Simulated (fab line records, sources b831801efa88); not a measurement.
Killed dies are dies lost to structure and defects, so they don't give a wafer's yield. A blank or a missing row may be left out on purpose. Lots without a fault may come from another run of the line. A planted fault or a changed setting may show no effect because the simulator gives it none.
One fault seen from 2 desks | flow sky130 | each desk has only its own numbers; what lay behind them comes last

THE TOOL OWNER'S DESK: rie_metal-01
The tool's own readings at SKY_METAL4_ETCH_16 (etches BARC in N2/H2, stops on SiO2, time 88.2 s, target depth 60 nm): means of the sampled wafers that have a number, for each lot that ran on this tool. A lot is out of limits, marked OUT, if its mean lies more than 4 standard deviations from the usual mean; the brackets give that distance.
Columns: A = drypump_motor_current_A at SKY_METAL4_ETCH_16, usual 6.1 A; B = h2_flow_sccm at SKY_METAL4_ETCH_16, usual 200.1 sccm; C = oes_product_au at SKY_METAL4_ETCH_16, usual 0.625 a.u.; D = run_length_s at SKY_METAL4_ETCH_16, usual 116.8 s; E = throttle_valve_pct at SKY_METAL4_ETCH_16, usual 13.205 %
lot  | first seen here | A   | B     | C               | D                | E
L478 | day 43 16:49    | 6.2 | 200.4 | 0.765 (+31) OUT | 98.8 (-19) OUT   | 13.217
L479 | day 43 23:42    | 6.2 | 199.6 | 0.695 (+16) OUT | 107.9 (-9.4) OUT | 13.213
L481 | day 44 09:57    | 6.0 | 200.3 | 0.729 (+23) OUT | 103.5 (-14) OUT  | 13.211
L493 | day 47 07:17    | 6.2 | 199.5 | 0.621           | 116.4            | 13.217
This desk's finding: out of limits on L478, L479, L481; first on L478, day 43 16:49 (oes_product_au at SKY_METAL4_ETCH_16). In limits: L493.

THE METROLOGY DESK
What the gauges read, lot by lot, whatever tool the lot ran on: means of the sampled wafers that have a number. A lot is out of limits, marked OUT, if its mean lies more than 4 standard deviations from the usual mean; the brackets give that distance.
Columns: A = cd_nm at SKY_METAL4_CD_MEAS_13, usual 299.5 nm; B = METAL4_OVL at SKY_METAL4_OVL_MEAS_14, usual 1 nm
lot  | first seen here | A     | B
L476 | day 43 11:25    | 300.3 | 0
L478 | day 43 16:40    | 298.2 | 1
L479 | day 43 23:31    | 299.0 | 0
L481 | day 44 09:47    | 301.6 | -2
L486 | day 45 08:29    | 298.9 | 6
L492 | day 47 05:28    | 300.6 | 2
L493 | day 47 07:06    | 301.8 | 2
This desk's finding: nothing out of limits on any of the 7 lots.

PUT TOGETHER
The tool owner's desk could have raised an alarm at day 43 16:49, on L478, L479, L481.
The metrology desk saw nothing out of limits.
The metrology desk has L478, L479, L481 on record, within its limits.
Of the lots named, all ran SKY_METAL4_ETCH_16 on rie_metal-01.

WHAT THE SIMULATOR HAD PUT IN
Process parameter drift: rie_metal-01, from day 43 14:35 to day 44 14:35, at SKY_METAL4_ETCH_16. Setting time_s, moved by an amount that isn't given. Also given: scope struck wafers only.
Lots struck among those shown: L478, L479, L481.
Hours from the fault's start to each desk's first reading out of limits: the tool owner's desk, 2.
